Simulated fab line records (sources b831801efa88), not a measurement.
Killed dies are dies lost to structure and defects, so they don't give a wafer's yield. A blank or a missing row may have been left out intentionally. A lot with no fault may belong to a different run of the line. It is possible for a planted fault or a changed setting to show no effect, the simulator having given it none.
Lot-split experiment	flow gf180mcu	on a route of 602 steps: 5 lots, 23 wafers read

ON THE SPLIT
At GF_V1_CMP_04 (polishes SiO2), the setting leave-above-ref-nm was moved away from the recipe's 632.5 nm on 6 of the 23 wafers read, by +6.0% to +6.2%. The other wafers ran this setting at the recipe's value.

FROM THE SPLIT TO THE READING: what the file shows between them, 4 steps
- GF_V1_SOFTBAKE_10: time 60 s (also split here: temp-c)
- GF_V1_EXPOSE_11: exposes mask Via1, target cd 260 nm
- GF_V1_PEB_12: peb time 90 s
- GF_V1_ETCH_16: etches BARC in N2/H2

THE READING
oes-product-au, in a.u., at GF_V1_ETCH_17 (etches SiO2 in C4F8/O2/Ar, stops on TiN, target depth 630 nm). A value of 0.856 a.u. with a standard deviation of 0.0049 a.u. is what fault-free wafers of this fab line usually give.

wafer	tool, chamber at the split	leave-above-ref-nm as run, nm	against the recipe	oes-product-au, a.u.	against lot-mates on the recipe
L076.1	cmp-02, 3	632.5	recipe	0.852	-
L076.3	cmp-02, 0	632.5	recipe	0.858	-
L076.4	cmp-02, 2	632.5	recipe	0.853	-
L076.5	cmp-02, 2	632.5	recipe	0.852	-
L076.6	cmp-02, 3	632.5	recipe	0.852	-
L077.1	cmp-02, 1	672	+6.2%	0.884	+0.033
L077.3	cmp-02, 2	672	+6.2%	0.888	+0.037
L077.4	cmp-02, 0	672	+6.2%	0.886	+0.035
L077.5	cmp-02, 2	632.5	recipe	0.852	-
L077.6	cmp-02, 3	632.5	recipe	0.851	-
L079.1	cmp-02, 2	632.5	recipe	0.862	-
L079.2	cmp-02, 1	670.3	+6.0%	0.884	+0.023
L079.3	cmp-02, 3	670.3	+6.0%	0.890	+0.029
L079.4	cmp-02, 0	632.5	recipe	0.859	-
L079.5	cmp-02, 1	670.3	+6.0%	0.892	+0.031
L080.1	cmp-02, 1	632.5	recipe	0.855	-
L080.2	cmp-02, 0	632.5	recipe	0.860	-
L080.4	cmp-02, 3	632.5	recipe	0.850	-
L080.5	cmp-02, 0	632.5	recipe	0.862	-
L080.6	cmp-02, 1	632.5	recipe	0.860	-
L082.2	cmp-01, 1	632.5	recipe	0.852	-
L082.5	cmp-01, 0	632.5	recipe	0.861	-
L082.6	cmp-01, 3	632.5	recipe	0.866	-

THE FIT
A straight line over all 23 wafers: oes-product-au changes by +0.00507 a.u. for each +1% of leave-above-ref-nm; r = +0.95; the points scatter about the line by 0.0047 a.u.
The same after taking each lot's own level away (the mean of its wafers on the recipe; 23 wafers): +0.00514 a.u. for each +1%; r = +0.97; scatter 0.0038 a.u.
Per that fit: largest leave-above-ref-nm move, reading shift of 0.032 a.u.
Measured against the standard deviation above, the lots' own levels, which go from 0.8515 to 0.8605 a.u., span 1.8 times it.
Consequently the slope shifts little with the lot-to-lot level, the two slopes agreeing.
Check: with one of the wafers moved furthest among these (+6.2%) left out of the fit, the line predicts +0.032 a.u. for it against its lot-mates. Against them it came out at +0.0325 a.u.

ADDITIONAL SPLITS CARRIED BY THESE WAFERS
Other splits were also applied to these wafers ahead of the reading. Each is held against what the fit with the lots' levels taken away leaves over:
other split on the same wafers	wafers away from the commonest value	r with oes-product-au (lot level and that fit taken away)
GF_CONTACT_PEB_12 peb-time-s	7	-0.03
GF_CONTACT_CVD_24 temp-c	7	-0.22
GF_M1_SPUTTER_03 power-w	5	-0.03
GF_M1_PEB_12 peb-temp-c	5	-0.14
GF_M1_STRIP_17 power-w	6	+0.13
GF_V1_SOFTBAKE_10 temp-c	9	+0.02

THE WHOLE CHAIN: every reading that the file lists as answering this split, in the file's order
step	what it does	reading	change (the file's fit)	r (the file's)
GF_V1_CMP_04	polishes SiO2	SiO2_of_V1_CVD_02.thk-nm (the simulator's own value, which no gauge read)	+6.3 nm for each +1% of the setting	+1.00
GF_V1_ETCH_17	etches SiO2 in C4F8/O2/Ar, stops on TiN, target depth 630 nm	oes-product-au	+0.00509 a.u. for each +1% of the setting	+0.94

THE FILE'S OWN FIT
oes-product-au changes by +0.00509 a.u. for each +1% of leave-above-ref-nm, r = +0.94.
